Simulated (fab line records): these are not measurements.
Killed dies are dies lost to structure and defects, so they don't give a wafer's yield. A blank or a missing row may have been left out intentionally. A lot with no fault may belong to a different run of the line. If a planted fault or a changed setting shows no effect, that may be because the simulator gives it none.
fab line records | flow sfq_line
record: lots: 15 wafers: 45 last_day: 83
route steps=325 shown I2@113 I3@144 M4@158
lots that met no fault: from a run of the same line without faults
start_h: hours from the record's opening day to when the first of the lot's shown wafers began | wait_h: hours from the lot's prior step to this one | " the same as in the row above | L1.1+2: a single row standing in for several wafers | - no value, or no start given | * or withheld: withheld | < > ~ a bound
route shown NAME@n: NAME is a module with steps in the file, n the number in the route of the first one | usual: the fault-free wafers' mean and standard deviation | same: alike in all rows | chamber/n: place in a boat | sites: per-site readings | _std_site: how widely they spread, as a standard deviation | _edge_site: mean of outer sites minus mean of inner sites | radius_mm: for every site, how far away it sits from the centre of the wafer | mask NAME#n: copy n | behind: tool/chamber where the wafer was last shaped | hold: cause of the lot's hold/its duration in hours/its outcome | device: the transistor (n, p or np) that didn't switch | end of line: the same wafers' tests at the end of the route | step lacking rows: just its recipe | killed: at the first sort, the dies lost to defects and structure; wafer yield is something else | map: per-die view of a wafer (x killed, . not killed, _ where there is no die)
set.NAME: the setting the step ran with; set.NAME@STEP: the setting that earlier step ran with | model.NAME: the simulator's own value behind a step, which no gauge read
route steps across a sampled set of lots; one table per step, one row per wafer
services: when a tool's chamber went out of use (start_h, in hours from the record's first day, below 0 if earlier), for how many hours, and the reason
== steps ==
step: SFQ_I2_OVL_MEAS_918
usual: I2_OVL: -4/6.5
columns lot.wafer tool chamber start_h wait_h I2_OVL[nm]
L928.1 overlay-01 - 678.96 0.1 -7
L928.4 " - " " -7
L928.6 " - " " -7
L930.2 overlay-02 - 738.26 0.1 -10
L930.3 " - " " -2
L930.6 " - " " -4
L931.3 overlay-01 - 750.26 0.1 -15
L931.5 " - " " -13
L931.6 " - " " -4
L933.1 overlay-01 - 903.52 0.1 -4
L933.2 " - " " -9
L933.6 " - " " -8
L934.1 overlay-01 - 916.72 0.1 3
L934.5 " - " " 3
L934.6 " - " " 2
L935.1 overlay-02 - 927.04 0.1 6
L935.4 " - " " 2
L935.5 " - " " 3
L936.2 overlay-01 - 939.05 0.1 4
L936.5 " - " " 5
L936.6 " - " " 4
L937.1 overlay-02 - 943.84 0.1 -3
L937.2 " - " " -7
L937.6 " - " " -5
L938.2 overlay-02 - 949.85 0.1 -2
L938.5 " - " " -4
L938.6 " - " " 6
L939.1 overlay-01 - 961.84 0.1 0
L939.3 " - " " 5
L939.5 " - " " -1
L940.1 overlay-01 - 971.37 0.1 -5
L940.5 " - " " -3
L940.6 " - " " -13
L942.3 overlay-02 - 992.98 0.1 -14
L942.4 " - " " -10
L942.6 " - " " -8
L949.3 overlay-01 - 1091.38 0.1 6
L949.4 " - " " 3
L949.5 " - " " 4
L950.2 overlay-02 - 1093.78 0.1 -12
L950.4 " - " " -17
L950.6 " - " " -15
L951.1 overlay-01 - 1094.97 0.1 -13
L951.3 " - " " -16
L951.5 " - " " -15
step: SFQ_TRILAYER_I2_VIA_ETCH_VIA_ETCH_070
recipe: target: SiO2 stop_on: Nb mask_material: PR taper_deg: 20 chemistry: CHF3 target_depth_nm: 260 source_w: 500 bias_w: 80 pressure_mtorr: 30 time_s: withheld
usual: drypump_motor_current_A: 5.8/0.43 oes_product_au: 0.854/0.0052
columns lot.wafer tool chamber start_h wait_h drypump_motor_current_A oes_product_au
L928.1 rie_diel-01 3 679.06 0.0 6.0 0.861
L928.4 " 3 " " 6.0 0.851
L928.6 " 2 " " 6.0 0.847
L930.2 rie_diel-02 1 738.33 0.0 5.1 0.844
L930.3 " 0 " " 5.7 0.852
L930.6 " 0 " " 5.7 0.853
L931.3 rie_diel-01 0 750.33 0.0 6.0 0.855
L931.5 " 2 " " 6.0 0.847
L931.6 " 3 " " 5.9 0.852
L933.1 rie_diel-03 2 903.59 0.0 5.7 0.859
L933.2 " 3 " " 5.3 0.857
L933.6 " 1 " " 6.8 0.858
L934.1 rie_diel-01 3 916.79 0.0 5.9 0.856
L934.5 " 0 " " 6.0 0.855
L934.6 " 3 " " 5.9 0.860
L935.1 rie_diel-02 1 927.12 0.0 5.1 0.858
L935.4 " 2 " " 5.1 0.848
L935.5 " 0 " " 5.7 0.853
L936.2 rie_diel-03 2 939.12 0.0 5.7 0.851
L936.5 " 1 " " 6.7 0.858
L936.6 " 0 " " 5.3 0.853
L937.1 rie_diel-01 0 943.92 0.0 6.0 0.857
L937.2 " 3 " " 5.9 0.852
L937.6 " 0 " " 6.0 0.842
L938.2 rie_diel-01 3 949.92 0.0 5.9 0.856
L938.5 " 1 " " 5.4 0.858
L938.6 " 2 " " 6.0 0.865
L939.1 rie_diel-01 0 961.92 0.0 6.0 0.865
L939.3 " 1 " " 5.4 0.860
L939.5 " 2 " " 6.0 0.859
L940.1 rie_diel-01 1 971.45 0.0 5.4 0.857
L940.5 " 1 " " 5.4 0.841
L940.6 " 2 " " 6.0 0.842
L942.3 rie_diel-03 1 993.05 0.0 6.7 0.859
L942.4 " 2 " " 5.7 0.851
L942.6 " 3 " " 5.2 0.857
L949.3 rie_diel-02 2 1091.45 0.0 5.1 0.850
L949.4 " 0 " " 5.7 0.855
L949.5 " 2 " " 5.1 0.852
L950.2 rie_diel-01 0 1093.85 0.0 6.0 0.858
L950.4 " 2 " " 6.0 0.849
L950.6 " 3 " " 5.9 0.854
L951.1 rie_diel-03 0 1095.05 0.0 5.3 0.851
L951.3 " 3 " " 5.2 0.862
L951.5 " 2 " " 5.7 0.858
step: SFQ_TRILAYER_I3_VIA_BARC_OPEN_VIA_ETCH_121
recipe: mask_material: PR chemistry: O2 target_depth_nm: 125 target: BARC source_w: 500 bias_w: 80 pressure_mtorr: 30 time_s: 41.7
usual: drypump_motor_current_A: 5.8/0.52 oes_product_au: 0.686/0.0046 run_length_s: 70.0/0.55
columns lot.wafer tool chamber start_h wait_h drypump_motor_current_A oes_product_au rf_hours_counter_h run_length_s
L928.1 rie_diel-03 3 981.01 0.0 5.2 0.682 6 69.1
L928.4 " 1 " " 6.8 0.684 8 70.4
L928.6 " 1 " " 6.8 0.676 - 70.6
L930.2 rie_diel-04 1 1009.81 0.0 6.0 0.685 17 70.2
L930.3 " 3 " " 5.6 0.691 9 69.5
L930.6 " 0 " " 5.1 0.684 - 70.4
L931.3 rie_diel-03 2 1013.41 0.0 5.7 0.685 13 69.7
L931.5 " 1 " " 6.7 0.682 - 70.9
L931.6 " 2 " " 5.7 0.688 - 69.7
L933.1 rie_diel-03 1 1068.61 0.0 6.7 0.692 10 70.6
L933.2 " 3 " " 5.3 0.683 7 69.0
L933.6 " 0 " " 5.3 0.682 - 70.0
L934.1 rie_diel-03 0 1075.81 0.0 5.3 0.690 12 70.4
L934.5 " 2 " " 5.7 0.692 - 70.4
L934.6 " 1 " " 6.7 0.688 - 70.8
L935.1 rie_diel-03 3 1090.21 0.0 5.3 0.687 8 69.3
L935.4 " 2 " " 5.7 0.680 - 70.1
L935.5 " 1 " " 6.8 0.688 - 70.7
L936.2 rie_diel-01 0 1101.07 0.0 6.0 0.684 9 69.8
L936.5 " 1 " " 5.4 0.684 - 70.1
L936.6 " 0 " " 6.0 0.686 - 69.8
L937.1 rie_diel-03 3 1104.67 0.0 5.3 0.697 8 69.2
L937.2 " 0 " " 5.3 0.689 13 70.5
L937.6 " 1 " " 6.7 0.688 - 71.0
L938.2 rie_diel-03 2 1109.47 0.0 5.7 0.679 15 70.0
L938.5 " 2 " " 5.7 0.681 - 70.5
L938.6 " 1 " " 6.8 0.690 - 70.8
L939.1 rie_diel-03 0 1120.27 0.0 5.3 0.645 13 76.2
L939.3 " 1 " " 6.7 0.692 11 70.7
L939.5 " 0 " " 5.3 0.690 - 70.4
L940.1 rie_diel-03 0 1132.27 0.0 5.3 0.650 13 75.7
L940.5 " 1 " " 6.7 0.691 - 71.0
L940.6 " 0 " " 5.3 0.647 - 76.3
L942.3 rie_diel-03 1 1146.67 0.0 6.7 0.678 11 70.5
L942.4 " 2 " " 5.7 0.692 15 70.1
L942.6 " 2 " " 5.7 0.648 - 75.8
L949.3 rie_diel-03 1 1257.01 0.0 6.7 0.687 12 71.0
L949.4 " 2 " " 5.7 0.685 17 70.2
L949.5 " 3 " " 5.3 0.688 - 69.0
L950.2 rie_diel-04 2 1258.21 0.0 6.0 0.681 7 70.4
L950.4 " 3 " " 5.6 0.688 13 69.7
L950.6 " 2 " " 6.0 0.691 - 70.4
L951.1 rie_diel-01 1 1260.61 0.0 5.4 0.683 8 70.3
L951.3 " 2 " " 6.0 0.688 12 69.5
L951.5 " 0 " " 6.0 0.690 - 69.9
step: SFQ_M4_OVL_MEAS_926
usual: M4_OVL: -6/6.8
columns lot.wafer tool chamber start_h wait_h M4_OVL[nm]
L928.1 overlay-01 - 1119.03 0.1 -6
L928.4 " - " " -3
L928.6 " - " " -5
L930.2 overlay-02 - 1157.90 0.1 4
L930.3 " - " " -10
L930.6 " - " " 4
L931.3 overlay-02 - 1161.04 0.1 -3
L931.5 " - " " -11
L931.6 " - " " -11
L933.1 overlay-01 - 1210.28 0.1 -5
L933.2 " - " " -8
L933.6 " - " " -4
L934.1 overlay-02 - 1217.48 0.1 -3
L934.5 " - " " -2
L934.6 " - " " 0
L935.1 overlay-01 - 1228.28 0.1 8
L935.4 " - " " 9
L935.5 " - " " 10
L936.2 overlay-01 - 1239.08 0.1 -5
L936.5 " - " " -3
L936.6 " - " " -3
L937.1 overlay-02 - 1242.68 0.1 -6
L937.2 " - " " 0
L937.6 " - " " -3
L938.2 overlay-02 - 1250.15 0.1 -11
L938.5 " - " " -6
L938.6 " - " " -2
L939.1 overlay-01 - 1257.34 0.1 -15
L939.3 " - " " -12
L939.5 " - " " -16
L940.1 overlay-01 - 1265.29 0.1 -2
L940.5 " - " " -4
L940.6 " - " " -4
L942.3 overlay-01 - 1277.31 0.1 -10
L942.4 " - " " -18
L942.6 " - " " -19
L949.3 overlay-01 - 1360.11 0.1 6
L949.4 " - " " 3
L949.5 " - " " -2
L950.2 overlay-01 - 1361.30 0.1 -9
L950.4 " - " " -7
L950.6 " - " " -6
L951.1 overlay-01 - 1363.69 0.1 -7
L951.3 " - " " -12
L951.5 " - " " -17
== services ==
columns tool chamber start_h hours kind
rie_diel-03 1 657.28 6.0 repair
rie_diel-01 2 663.64 7.9 repair
rie_diel-01 1 668.14 3.9 repair
rie_diel-01 0 669.93 17.1 repair
rie_diel-01 1 673.19 6.4 repair
rie_diel-02 1 687.82 18.4 repair
rie_diel-02 - 699.24 14.6 pm
rie_diel-01 0 703.03 15.7 repair
rie_diel-01 1 717.36 2.7 repair
rie_diel-02 2 724.10 4.6 repair
rie_diel-03 - 746.35 0.8 repair
rie_diel-03 1 747.17 5.4 repair
rie_diel-01 1 756.14 7.2 repair
rie_diel-01 1 763.43 4.1 repair
rie_diel-01 1 783.36 9.6 repair
rie_diel-01 2 823.17 15.1 repair
rie_diel-03 3 834.69 11.4 repair
rie_diel-02 2 915.06 1.3 repair
rie_diel-02 0 1014.32 4.3 repair
rie_diel-01 1 1061.15 2.4 repair
rie_diel-03 - 1079.39 2.8 pm
rie_diel-03 0 1088.58 3.0 repair
rie_diel-01 2 1110.07 2.1 repair
rie_diel-03 - 1207.90 0.5 repair
== key ==
first_sign: step: SFQ_TRILAYER_I3_VIA_BARC_OPEN_VIA_ETCH_121 reading: run_length_s direction: up sigmas: 11 usual: * struck: *
effect: step: SFQ_TRILAYER_I3_VIA_BARC_OPEN_VIA_ETCH_121 reading: oes_product_au direction: down sigmas: 8.4 usual: 0.686 struck: 0.647
met_at SFQ_TRILAYER_I3_VIA_BARC_OPEN_VIA_ETCH_121
struck_lots L939,L940,L942
struck_wafers L939.1,L940.1,L940.6,L942.6
not_acting_at SFQ_I2_OVL_MEAS_918,SFQ_TRILAYER_I2_VIA_ETCH_VIA_ETCH_070,SFQ_M4_OVL_MEAS_926
onset_between 1109.47 1120.27
fault: kind: process_parameter_drift tool: rie_diel-03 chamber: - onset_h: 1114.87 steps: SFQ_TRILAYER_I3_VIA_BARC_OPEN_VIA_ETCH_121 channel: time_s offset: * shape: step end_h: 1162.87 scope: struck_wafers_only acts_in: * stated: *
